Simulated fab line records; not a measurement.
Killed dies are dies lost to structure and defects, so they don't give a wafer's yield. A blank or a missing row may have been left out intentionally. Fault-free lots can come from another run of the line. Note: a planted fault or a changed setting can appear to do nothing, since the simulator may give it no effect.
Comparing a struck lot with a sound one :: flow sfq_line :: 13 out of 325 route steps
Sound: the wafers L961.1, L961.3, L961.4. The struck wafers were L950.1, L950.4, L950.6. The cause is named last.
At each step with rows: each side's tool, then ch and its chambers, then its first start. Under that, the readings that differ: sound wafers :: struck wafers :: difference of the means :: sigmas: that difference in standard deviations of wafers without a fault.
alike: readings whose means differ by less than 2 such deviations, and words and numbers that are the same on both sides. not compared: withheld readings, readings that some wafer has no value for, bounds like >300 that may hide the same value, and numbers for which the record gives no deviation and whose values overlap.
Wherever a step has rows on one side only, a row that says differs or no value, or a row with sigmas, the two part there. Numbers that don't overlap but have no deviation are shown without sigmas and don't part them. Lack of a reading on every wafer of one side parts them only where that side has two or more wafers.

SFQ_I2_OVL_MEAS_918:
  struck on overlay-01, day 39 20:16; sound on overlay-02, day 43 06:26
  alike: I2_OVL
SFQ_TRILAYER_I2_VIA_BARC_OPEN_VIA_ETCH_096: etches BARC in O2, target depth 125 nm, time 41.7 s.
  sound on rie_diel-04 ch 0,2,3, day 43 06:28; struck on rie_diel-04 ch 0,2,3, day 39 20:19
  alike: chamber_pressure_mTorr, drypump_motor_current_A, oes_product_au
  not compared: rf_hours_counter_h
SFQ_TRILAYER_I2_VIA_ETCH_VIA_ETCH_070: etches SiO2 in CHF3, stops on Nb, target depth 260 nm.
  sound on rie_diel-04 ch 0,2,3, day 43 06:31; struck on rie_diel-04 ch 0,2,3, day 39 20:21
  alike: chamber_pressure_mTorr, drypump_motor_current_A, oes_product_au
SFQ_TRILAYER_I2_VIA_STRIP_STRIP_071: strips in O2.
  sound on rie_metal-02 ch 1, day 43 06:37; struck on rie_metal-03 ch 0,1, day 39 20:28
reading: drypump_motor_current_A (A)
sound: 5.4 5.4 5.4
struck: 6.4 6.0 6.4
difference: +0.9
sigmas: +2
  alike: chamber_pressure_mTorr, oes_product_au
  not compared: rf_hours_counter_h
then, 2 steps without rows for these wafers: SFQ_TRILAYER_I2_VIA_STRIP_SOLV_CLEAN_072 (cleans in NMP, time 600 s); SFQ_TRILAYER_M3_DEP_PRE_CLEAN_074 (time 22.5 s).
SFQ_TRILAYER_M3_DEP_SPUTTER_073: material Nb, target thk 200 nm, time 133.3 s.
  struck on pvd_sputter-04, day 39 21:16; sound on pvd_sputter-05, day 43 08:02
  alike: chamber_pressure_pa, throttle_valve_pct
SFQ_M3_RS_MEAS_919: a four-point-probe measurement.
  struck on film_metro-03, day 39 21:21; sound on film_metro-03, day 43 08:07
  alike: M3_NB_RS
then, 3 steps without rows for these wafers: SFQ_TRILAYER_M3_LITHO_COAT_080 (resist thk 62 nm); SFQ_TRILAYER_M3_LITHO_COAT_075 (resist thk 600 nm); SFQ_TRILAYER_M3_LITHO_SOFTBAKE_079.
-- the record jumps here: 6 days lie between the struck wafers' starts before and after --
SFQ_TRILAYER_M3_LITHO_EXPOSE_076: exposes mask M3, target cd 500 nm.
  struck on krf_scanner-01, day 45 23:02; sound on krf_scanner-01 ch 0, day 48 12:49
  no value came back on the struck wafers for exposure_dose_mJ_cm2, focus_offset_nm (nm); on the sound wafers exposure_dose_mJ_cm2 reads 14.398 14.401 14.398
  alike: mask
then, 1 step without rows for these wafers: SFQ_TRILAYER_M3_LITHO_PEB_078 (peb time 60 s).

== WHERE THEY PART ==
At SFQ_TRILAYER_I2_VIA_STRIP_STRIP_071 first; at SFQ_TRILAYER_M3_LITHO_EXPOSE_076 last (within this record only).

WHY: whatever the simulator had introduced
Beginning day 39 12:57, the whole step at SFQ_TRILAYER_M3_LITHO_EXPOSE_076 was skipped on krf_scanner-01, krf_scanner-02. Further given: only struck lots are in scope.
